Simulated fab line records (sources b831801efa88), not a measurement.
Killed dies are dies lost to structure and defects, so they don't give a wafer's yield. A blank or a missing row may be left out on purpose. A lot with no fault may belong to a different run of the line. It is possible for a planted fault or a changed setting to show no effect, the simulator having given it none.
Which tool was responsible? || flow sky130 || 45 wafers from 15 lots sampled at 5 of the route's 708 steps

== WHAT THE GAUGES READ, wafer by wafer ==
SKY_METAL2_CD_MEAS_15: the cd target is 140 nm. Usual: cdNm 139.5 nm, standard deviation 1.3.
{"lot": "L420", "measured": "day 34 21:40", "on": "cdSem-01", "cdNm (nm)": "139.7 139.7 139.1", "flag": ""}
{"lot": "L421", "measured": "day 35 02:01", "on": "cdSem-01", "cdNm (nm)": "140.4 139.5 139.8", "flag": ""}
{"lot": "L423", "measured": "day 35 22:14", "on": "cdSem-02", "cdNm (nm)": "139.3 141.2 141.2", "flag": ""}
{"lot": "L424", "measured": "day 36 16:30", "on": "cdSem-01", "cdNm (nm)": "138.2 138.4 138.0", "flag": ""}
{"lot": "L428", "measured": "day 37 17:13", "on": "cdSem-02", "cdNm (nm)": "138.8 139.6 140.1", "flag": ""}
{"lot": "L427", "measured": "day 37 18:28", "on": "cdSem-02", "cdNm (nm)": "140.9 140.1 140.3", "flag": ""}
{"lot": "L430", "measured": "day 38 02:31", "on": "cdSem-02", "cdNm (nm)": "138.4 137.4 138.1", "flag": ""}
{"lot": "L429", "measured": "day 38 04:05", "on": "cdSem-01", "cdNm (nm)": "138.0 137.1 135.7", "flag": ""}
{"lot": "L431", "measured": "day 38 11:14", "on": "cdSem-02", "cdNm (nm)": "140.1 140.2 141.3", "flag": ""}
{"lot": "L435", "measured": "day 40 05:22", "on": "cdSem-02", "cdNm (nm)": "141.4 140.4 140.2", "flag": ""}
{"lot": "L439", "measured": "day 40 21:11", "on": "cdSem-02", "cdNm (nm)": "139.9 141.4 140.0", "flag": ""}
{"lot": "L440", "measured": "day 41 06:09", "on": "cdSem-02", "cdNm (nm)": "137.4 138.5 138.0", "flag": ""}
{"lot": "L441", "measured": "day 41 09:56", "on": "cdSem-02", "cdNm (nm)": "141.2 140.9 140.9", "flag": ""}
{"lot": "L442", "measured": "day 42 03:49", "on": "cdSem-01", "cdNm (nm)": "139.1 139.3 138.6", "flag": ""}
{"lot": "L443", "measured": "day 42 06:28", "on": "cdSem-02", "cdNm (nm)": "138.9 138.7 137.8", "flag": ""}

SKY_VIA2_CD_MEAS_12: the cd target is 200 nm. Usual: cdNm 200.0 nm, standard deviation 1.2.
{"lot": "L420", "measured": "day 36 01:19", "on": "cdSem-02", "cdNm (nm)": "199.7 199.8 197.5", "flag": ""}
{"lot": "L421", "measured": "day 36 05:22", "on": "cdSem-01", "cdNm (nm)": "201.4 201.5 200.6", "flag": ""}
{"lot": "L423", "measured": "day 37 01:53", "on": "cdSem-01", "cdNm (nm)": "202.3 201.7 202.6", "flag": ""}
{"lot": "L424", "measured": "day 37 19:06", "on": "cdSem-01", "cdNm (nm)": "200.0 199.5 199.6", "flag": ""}
{"lot": "L428", "measured": "day 38 20:09", "on": "cdSem-01", "cdNm (nm)": "199.4 201.2 202.0", "flag": ""}
{"lot": "L427", "measured": "day 38 21:19", "on": "cdSem-01", "cdNm (nm)": "198.5 199.8 199.1", "flag": ""}
{"lot": "L430", "measured": "day 39 05:28", "on": "cdSem-02", "cdNm (nm)": "197.8 198.2 198.5", "flag": ""}
{"lot": "L429", "measured": "day 39 06:41", "on": "cdSem-02", "cdNm (nm)": "197.7 197.4 198.4", "flag": ""}
{"lot": "L431", "measured": "day 39 13:23", "on": "cdSem-02", "cdNm (nm)": "201.5 200.2 200.0", "flag": ""}
{"lot": "L435", "measured": "day 41 07:37", "on": "cdSem-02", "cdNm (nm)": "200.2 200.6 198.9", "flag": ""}
{"lot": "L439", "measured": "day 41 22:35", "on": "cdSem-02", "cdNm (nm)": "199.4 199.9 199.6", "flag": ""}
{"lot": "L440", "measured": "day 42 07:36", "on": "cdSem-02", "cdNm (nm)": "200.3 200.6 199.8", "flag": ""}
{"lot": "L441", "measured": "day 42 10:56", "on": "cdSem-02", "cdNm (nm)": "200.2 200.4 200.2", "flag": ""}
{"lot": "L442", "measured": "day 43 04:19", "on": "cdSem-02", "cdNm (nm)": "199.8 202.0 202.2", "flag": ""}
{"lot": "L443", "measured": "day 43 07:07", "on": "cdSem-01", "cdNm (nm)": "201.3 199.7 200.6", "flag": ""}

SKY_CAPM_RS_MEAS_03: uses a four-point probe to measure. Usual: for CAPM_TIN_RS the level is 6.91 ohm/sq and the standard deviation is 0.074.
{"lot": "L420", "measured": "day 36 03:13", "on": "filmMetro-01", "CAPM_TIN_RS (ohm/sq)": "6.88 6.98 6.92", "flag": ""}
{"lot": "L421", "measured": "day 36 07:14", "on": "filmMetro-02", "CAPM_TIN_RS (ohm/sq)": "6.97 6.83 6.86", "flag": ""}
{"lot": "L423", "measured": "day 37 03:59", "on": "filmMetro-01", "CAPM_TIN_RS (ohm/sq)": "6.96 6.99 7.02", "flag": ""}
{"lot": "L424", "measured": "day 37 20:59", "on": "filmMetro-02", "CAPM_TIN_RS (ohm/sq)": "6.88 6.89 6.86", "flag": ""}
{"lot": "L428", "measured": "day 38 22:04", "on": "filmMetro-02", "CAPM_TIN_RS (ohm/sq)": "6.80 6.90 6.90", "flag": ""}
{"lot": "L427", "measured": "day 38 23:11", "on": "filmMetro-02", "CAPM_TIN_RS (ohm/sq)": "7.00 6.90 6.99", "flag": ""}
{"lot": "L430", "measured": "day 39 07:22", "on": "filmMetro-01", "CAPM_TIN_RS (ohm/sq)": "- - -", "flag": "OFF"}
{"lot": "L429", "measured": "day 39 08:37", "on": "filmMetro-01", "CAPM_TIN_RS (ohm/sq)": "- - -", "flag": "OFF"}
{"lot": "L431", "measured": "day 39 15:16", "on": "filmMetro-02", "CAPM_TIN_RS (ohm/sq)": "- - -", "flag": "OFF"}
{"lot": "L435", "measured": "day 41 09:29", "on": "filmMetro-02", "CAPM_TIN_RS (ohm/sq)": "6.94 6.93 7.02", "flag": ""}
{"lot": "L439", "measured": "day 42 00:28", "on": "filmMetro-01", "CAPM_TIN_RS (ohm/sq)": "6.89 6.86 6.83", "flag": ""}
{"lot": "L440", "measured": "day 42 09:31", "on": "filmMetro-04", "CAPM_TIN_RS (ohm/sq)": "6.87 6.84 6.92", "flag": ""}
{"lot": "L441", "measured": "day 42 12:48", "on": "filmMetro-01", "CAPM_TIN_RS (ohm/sq)": "7.11 6.91 6.96", "flag": ""}
{"lot": "L442", "measured": "day 43 06:11", "on": "filmMetro-04", "CAPM_TIN_RS (ohm/sq)": "6.93 6.88 6.86", "flag": ""}
{"lot": "L443", "measured": "day 43 09:00", "on": "filmMetro-01", "CAPM_TIN_RS (ohm/sq)": "6.85 6.85 6.92", "flag": ""}

SKY_CAPM_THK_MEAS_04: measures by xrf. Usual: for CAPM_TIN_THK the level is 201.6 nm and the standard deviation is 2.3.
{"lot": "L420", "measured": "day 36 03:20", "on": "filmMetro-01", "CAPM_TIN_THK (nm)": "203.4 200.4 201.2", "flag": ""}
{"lot": "L421", "measured": "day 36 07:20", "on": "filmMetro-02", "CAPM_TIN_THK (nm)": "202.2 206.3 205.1", "flag": ""}
{"lot": "L423", "measured": "day 37 04:06", "on": "filmMetro-01", "CAPM_TIN_THK (nm)": "197.8 197.4 197.4", "flag": ""}
{"lot": "L424", "measured": "day 37 21:05", "on": "filmMetro-02", "CAPM_TIN_THK (nm)": "204.0 203.9 204.9", "flag": ""}
{"lot": "L428", "measured": "day 38 22:10", "on": "filmMetro-02", "CAPM_TIN_THK (nm)": "205.8 202.8 203.1", "flag": ""}
{"lot": "L427", "measured": "day 38 23:17", "on": "filmMetro-02", "CAPM_TIN_THK (nm)": "200.4 203.5 199.9", "flag": ""}
{"lot": "L430", "measured": "day 39 07:29", "on": "filmMetro-01", "CAPM_TIN_THK (nm)": "<0.0 <0.0 <0.0", "flag": "OFF"}
{"lot": "L429", "measured": "day 39 08:44", "on": "filmMetro-01", "CAPM_TIN_THK (nm)": "<0.0 <0.0 <0.0", "flag": "OFF"}
{"lot": "L431", "measured": "day 39 15:23", "on": "filmMetro-02", "CAPM_TIN_THK (nm)": "<0.0 <0.0 <0.0", "flag": "OFF"}
{"lot": "L435", "measured": "day 41 09:36", "on": "filmMetro-02", "CAPM_TIN_THK (nm)": "202.9 203.7 200.3", "flag": ""}
{"lot": "L439", "measured": "day 42 00:34", "on": "filmMetro-01", "CAPM_TIN_THK (nm)": "200.1 201.1 201.2", "flag": ""}
{"lot": "L440", "measured": "day 42 09:37", "on": "filmMetro-04", "CAPM_TIN_THK (nm)": "201.2 201.3 200.2", "flag": ""}
{"lot": "L441", "measured": "day 42 12:55", "on": "filmMetro-01", "CAPM_TIN_THK (nm)": "194.5 200.4 197.9", "flag": ""}
{"lot": "L442", "measured": "day 43 06:19", "on": "filmMetro-04", "CAPM_TIN_THK (nm)": "199.4 201.1 202.2", "flag": ""}
{"lot": "L443", "measured": "day 43 09:07", "on": "filmMetro-01", "CAPM_TIN_THK (nm)": "202.4 201.8 199.5", "flag": ""}

== WHAT TOOL EACH LOT RAN ON (gives the tool, then ch and the chambers of the sampled wafers, and finally the start) ==
{"lot": "L420", "SKY_CAPM_SPUTTER_02": "pvdSputter-03, day 36 03:06"}
{"lot": "L421", "SKY_CAPM_SPUTTER_02": "pvdSputter-01, day 36 07:05"}
{"lot": "L423", "SKY_CAPM_SPUTTER_02": "pvdSputter-03, day 37 03:52"}
{"lot": "L424", "SKY_CAPM_SPUTTER_02": "pvdSputter-03, day 37 20:50"}
{"lot": "L428", "SKY_CAPM_SPUTTER_02": "pvdSputter-04, day 38 21:55"}
{"lot": "L427", "SKY_CAPM_SPUTTER_02": "pvdSputter-03, day 38 23:01"}
{"lot": "L430", "SKY_CAPM_SPUTTER_02": "pvdSputter-03, day 39 07:16"}
{"lot": "L429", "SKY_CAPM_SPUTTER_02": "pvdSputter-03, day 39 08:30"}
{"lot": "L431", "SKY_CAPM_SPUTTER_02": "pvdSputter-04, day 39 15:08"}
{"lot": "L435", "SKY_CAPM_SPUTTER_02": "pvdSputter-03, day 41 09:22"}
{"lot": "L439", "SKY_CAPM_SPUTTER_02": "pvdSputter-04, day 42 00:20"}
{"lot": "L440", "SKY_CAPM_SPUTTER_02": "pvdSputter-03, day 42 09:22"}
{"lot": "L441", "SKY_CAPM_SPUTTER_02": "pvdSputter-04, day 42 12:40"}
{"lot": "L442", "SKY_CAPM_SPUTTER_02": "pvdSputter-03, day 43 06:05"}
{"lot": "L443", "SKY_CAPM_SPUTTER_02": "pvdSputter-03, day 43 08:53"}
- SKY_CAPM_SPUTTER_02: material TiN, target thk 200 nm, time 166.7 s.

== AS READ BY THE TOOLS THEMSELVES (means over the sampled wafers that have a number; for cases with no such wafer, the mark the record gives instead) ==
SKY_CAPM_SPUTTER_02. Usual: cathodeDcPowerW 6500.0 W, standard deviation 1.2; chamberPressurePa 0.4000 Pa, standard deviation 0.00084; throttleValvePct 29.8 %, standard deviation 0.86.
{"lot": "L420", "tool": "pvdSputter-03", "cathodeDcPowerW (W)": 6501.5, "chamberPressurePa (Pa)": 0.4002, "throttleValvePct (%)": 29.7, "flag": ""}
{"lot": "L421", "tool": "pvdSputter-01", "cathodeDcPowerW (W)": 6500.1, "chamberPressurePa (Pa)": 0.3998, "throttleValvePct (%)": 29.4, "flag": ""}
{"lot": "L423", "tool": "pvdSputter-03", "cathodeDcPowerW (W)": 6499.2, "chamberPressurePa (Pa)": 0.4005, "throttleValvePct (%)": 30.3, "flag": ""}
{"lot": "L424", "tool": "pvdSputter-03", "cathodeDcPowerW (W)": 6499.5, "chamberPressurePa (Pa)": 0.3999, "throttleValvePct (%)": 30.1, "flag": ""}
{"lot": "L428", "tool": "pvdSputter-04", "cathodeDcPowerW (W)": 6500.9, "chamberPressurePa (Pa)": 0.4004, "throttleValvePct (%)": 29.6, "flag": ""}
{"lot": "L427", "tool": "pvdSputter-03", "cathodeDcPowerW (W)": 6500.2, "chamberPressurePa (Pa)": 0.4011, "throttleValvePct (%)": 30.3, "flag": ""}
{"lot": "L430", "tool": "pvdSputter-03", "cathodeDcPowerW (W)": "-", "chamberPressurePa (Pa)": "-", "throttleValvePct (%)": "-", "flag": "OFF"}
{"lot": "L429", "tool": "pvdSputter-03", "cathodeDcPowerW (W)": "-", "chamberPressurePa (Pa)": "-", "throttleValvePct (%)": "-", "flag": "OFF"}
{"lot": "L431", "tool": "pvdSputter-04", "cathodeDcPowerW (W)": "-", "chamberPressurePa (Pa)": "-", "throttleValvePct (%)": "-", "flag": "OFF"}
{"lot": "L435", "tool": "pvdSputter-03", "cathodeDcPowerW (W)": 6501.4, "chamberPressurePa (Pa)": 0.3991, "throttleValvePct (%)": 28.8, "flag": ""}
{"lot": "L439", "tool": "pvdSputter-04", "cathodeDcPowerW (W)": 6500.5, "chamberPressurePa (Pa)": 0.4000, "throttleValvePct (%)": 29.7, "flag": ""}
{"lot": "L440", "tool": "pvdSputter-03", "cathodeDcPowerW (W)": 6500.4, "chamberPressurePa (Pa)": 0.3997, "throttleValvePct (%)": 30.3, "flag": ""}
{"lot": "L441", "tool": "pvdSputter-04", "cathodeDcPowerW (W)": 6499.9, "chamberPressurePa (Pa)": 0.3999, "throttleValvePct (%)": 29.9, "flag": ""}
{"lot": "L442", "tool": "pvdSputter-03", "cathodeDcPowerW (W)": 6499.3, "chamberPressurePa (Pa)": 0.4002, "throttleValvePct (%)": 29.5, "flag": ""}
{"lot": "L443", "tool": "pvdSputter-03", "cathodeDcPowerW (W)": 6500.4, "chamberPressurePa (Pa)": 0.3999, "throttleValvePct (%)": 30.3, "flag": ""}

== THE ANSWER, worked out from the rows above alone ==
Rule: lot off if the mean of its wafers having a number is beyond 3 standard deviations from the usual mean. A lot without any number at a reading at which 4 lots or more have one is off too. The other lots that the step has rows for count as sound. Order of review: gauges by route order, followed by the tools' own readings, for which a lot's mean as printed above is used. At the first step where some lot is off, the reading lying furthest off is the one used; lots without a number count as furthest.
Off: at SKY_CAPM_RS_MEAS_03 (CAPM_TIN_RS), L430, L429, L431. Without a number there: L430, L429, L431.
If a tool, at a process step before that reading, ran all the lots that are off and no sound lot after the first of them, it fits. Not tried: the gauges at SKY_CAPM_RS_MEAS_03; whatever is off there is also off at SKY_CAPM_SPUTTER_02, on other tools, and gauge error can't account for it. Of those tried, none fits.

== WHAT WAS PUT IN BY THE SIMULATOR ==
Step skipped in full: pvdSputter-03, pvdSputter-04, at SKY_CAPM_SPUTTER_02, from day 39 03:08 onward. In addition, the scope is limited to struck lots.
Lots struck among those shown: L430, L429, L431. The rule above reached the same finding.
